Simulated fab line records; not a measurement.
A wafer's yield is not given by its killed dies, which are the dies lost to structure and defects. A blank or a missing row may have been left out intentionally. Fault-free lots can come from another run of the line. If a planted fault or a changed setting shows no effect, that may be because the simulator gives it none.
Matching of chambers | flow gf180mcu | GF_PASSIVATION_CVD_02 on pecvd-04 has 3 sister chambers
The step deposits Si3N4, target thk 700 nm, time 486.18 s. 5 wafers are shown with their chamber, then 8 later ones without.

WAFERS PAIRED WITH THEIR CHAMBERS
wafer  | chamber | heater_power_w (W)
L078.6 | 0       | 945
L080.4 | 1       | 815
L083.1 | 1       | 790
L083.5 | 2       | 580
L089.1 | 2       | 696

WAFERS MISSING THEIR CHAMBER
wafer  | heater_power_w (W)
L089.3 | 917
L089.5 | 690
L096.1 | 724
L096.4 | 800
L096.5 | 912
L097.2 | 973
L097.3 | 747
L097.4 | 1025

WHICH CHAMBER EACH WENT THROUGH
wafer  | from the rows above     | in truth
L089.3 | can't be placed: 0 or 1 | 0
L089.5 | can't be placed: 2 or 1 | 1
L096.1 | can't be placed: 1 or 2 | 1
L096.4 | 1                       | 1
L096.5 | can't be placed: 0 or 1 | 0
L097.2 | 0                       | 0
L097.3 | can't be placed: 1 or 2 | 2
L097.4 | 0                       | 0
Correctly placed: 3 of 8. Cannot be placed on the basis of these rows: 5; the candidates contain the true chamber in 5. Wrongly placed: 0.
How it was worked out, from the rows above alone: a wafer's distance from a chamber is the root of the sum, over the readings, of the square of ((its reading less the chamber's mean) divided by the reading's scatter). If the next closest chamber is less than 2 further off than the closest, the wafer can't be placed; otherwise it belongs to the closest. Each chamber's mean is taken over the wafers shown for it. The scatter: take each reading less its chamber's mean, square it, sum over the shown wafers, divide by the number of wafers less the number of chambers, and take the root.
